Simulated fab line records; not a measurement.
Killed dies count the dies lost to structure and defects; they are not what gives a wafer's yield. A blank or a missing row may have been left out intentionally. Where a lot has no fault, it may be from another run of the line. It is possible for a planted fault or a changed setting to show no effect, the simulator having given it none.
8D (eight disciplines) problem report, filled in by code / flow sky130 / the parts of the form that need people (team, actions taken, sign-off) are left out

1. PROBLEM STATEMENT
Wafers free of any fault read 565 nm (standard deviation 5.9) for CONTACT_HDPCVD_THK at SKY_CONTACT_THK_MEAS_03, against a mean of 928 nm on 2 wafers of 2 lots. Relative to the usual mean, that is a shift of +62 standard deviations.
First observed at day 32 19:16: wafer L361.4, on film-metro-03. The record holds 36 wafers of 12 lots with a number at this step. The rule behind "out" and "out of limits": a value lying over 4 standard deviations away from the usual mean. The rest of the wafers with a number are treated as sound.

2. WHAT THIS IS AND IS NOT
question=which readings at this step | is=CONTACT_HDPCVD_THK | is not=-
question=which lots | is=L361, L362 | is not=L355, L356, L357, L371, L372, L374, L375, L376, L377, L378
question=which wafers of those lots | is=L361.4, L362.2 | is not=L361.1, L361.5, L362.1, L362.3
question=read on which gauges | is=film-metro-03 | is not=film-metro-02, film-metro-04
question=when | is=from day 32 19:16 | is not=up to then (11 sound wafers); but 23 sound wafers of L362, L371, L372, L374, L375, L376, L377, L378 came after

3. SUSPECTS, AND WHAT RULES EACH OUT
Counting: any tool at a process step up to the reading remains a suspect provided it ran every lot that is out. Sound lots after the first of them don't rule it out here, since some wafers of a struck lot are sound.
- the gauge at SKY_CONTACT_THK_MEAS_03: ruled out. All the wafers that are out were read on film-metro-03, but those of them that SKY_CONTACT_CMP_04 has rows for are out there too, on other tools.
- hdpcvd-01 at SKY_CONTACT_HDPCVD_02 (deposits SiO2, target thk 565 nm, time 94.2 s): kept. Every lot that is out went through it, the first being L361 (day 32 19:12); the last sound lot it ran before that was L357 (day 30 17:02).
After counting, what remains is hdpcvd-01 at SKY_CONTACT_HDPCVD_02.

4. THE CAUSE (what the simulator had put in)
hdpcvd-01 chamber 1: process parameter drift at SKY_CONTACT_HDPCVD_02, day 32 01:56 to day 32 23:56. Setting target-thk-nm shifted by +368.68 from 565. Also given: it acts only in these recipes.
Only this tool survived the counting.

5. THE CHAIN OF EFFECTS, in route order
Each row: a reading where the mean over the struck wafers with a number is more than 3 standard deviations away from the usual. Only readings whose record carries a usual standard deviation are examined. hours: median over the lots of the time between each lot's start at the first step of this table that gives one and its start at this step. sigmas: the change, counted in usual standard deviations.
hours=0; step=SKY_CONTACT_THK_MEAS_03; reading=CONTACT_HDPCVD_THK; usual=565 nm; on struck wafers=928; change=+364; sigmas=+62
hours=2; step=SKY_CONTACT_CMP_04; reading=time-to-endpoint-s; usual=81 s; on struck wafers=219; change=+138; sigmas=+39
Process steps it contains:
- SKY_CONTACT_CMP_04: polishes SiO2.

6. WHAT WOULD HAVE CAUGHT IT SOONER
17 hours passed between the start of the fault at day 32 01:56 and the first reading out of limits at a measuring or inspecting step in this record, taken at day 32 19:16.
Among the 2 lots that are out, L362 began SKY_CONTACT_HDPCVD_02 on hdpcvd-01 after day 32 19:16. Holding the tool at that time would have saved it.
